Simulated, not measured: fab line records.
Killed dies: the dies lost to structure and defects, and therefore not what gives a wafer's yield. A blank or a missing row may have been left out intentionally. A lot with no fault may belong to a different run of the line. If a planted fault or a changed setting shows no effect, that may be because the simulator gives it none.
One fault seen from 2 desks / flow gf180mcu / each desk holds nothing but its own numbers, with what lay behind them at the end

== TOOL OWNER'S DESK, cmp-01 ==
The tool's own readings at GF_V4_CMP_04 (polishes SiO2): means of the sampled wafers that have a number, for each lot that ran on this tool. The brackets show how far a lot's mean lies from the usual mean; more than 4 standard deviations puts the lot out of limits, marked OUT.
Columns: A = motor-current-A at GF_V4_CMP_04, usual 11.9 A; B = time-to-endpoint-s at GF_V4_CMP_04, usual 78 s
lot=L650; first seen here=day 24 04:17; A=12.0; B=91
lot=L652; first seen here=day 25 06:49; A=11.6; B=70
lot=L654; first seen here=day 26 00:22; A=11.5; B=77
lot=L658; first seen here=day 27 01:37; A=11.7; B=78
lot=L664; first seen here=day 28 20:11; A=11.6; B=62
lot=L665; first seen here=day 28 23:55; A=11.6; B=60
Result from this desk: across the 6 lots, nothing is out of limits.

== THE METROLOGY DESK ==
What the gauges read, lot by lot, whatever tool the lot ran on: means of the sampled wafers that have a number. The brackets show how far a lot's mean lies from the usual mean; more than 4 standard deviations puts the lot out of limits, marked OUT.
Columns: A = cd-nm at GF_M4_CD_MEAS_14, usual 279.7 nm
lot=L648; first seen here=day 23 12:04; A=278.1
lot=L649; first seen here=day 23 17:15; A=277.1
lot=L650; first seen here=day 24 01:05; A=280.7
lot=L651; first seen here=day 24 19:53; A=278.5
lot=L652; first seen here=day 25 05:47; A=280.1
lot=L654; first seen here=day 25 23:19; A=279.4
lot=L655; first seen here=day 26 03:04; A=278.9
lot=L658; first seen here=day 27 00:25; A=278.6
lot=L663; first seen here=day 28 10:06; A=281.6
lot=L664; first seen here=day 28 19:08; A=281.1
lot=L665; first seen here=day 28 22:51; A=278.8
lot=L666; first seen here=day 29 14:06; A=278.6
Result from this desk: across the 12 lots, nothing is out of limits.

== ALL TOGETHER ==
Nothing out of limits was seen by the tool owner's desk.
Nothing out of limits was seen by the metrology desk.

== WHAT THE SIMULATOR PUT IN ==
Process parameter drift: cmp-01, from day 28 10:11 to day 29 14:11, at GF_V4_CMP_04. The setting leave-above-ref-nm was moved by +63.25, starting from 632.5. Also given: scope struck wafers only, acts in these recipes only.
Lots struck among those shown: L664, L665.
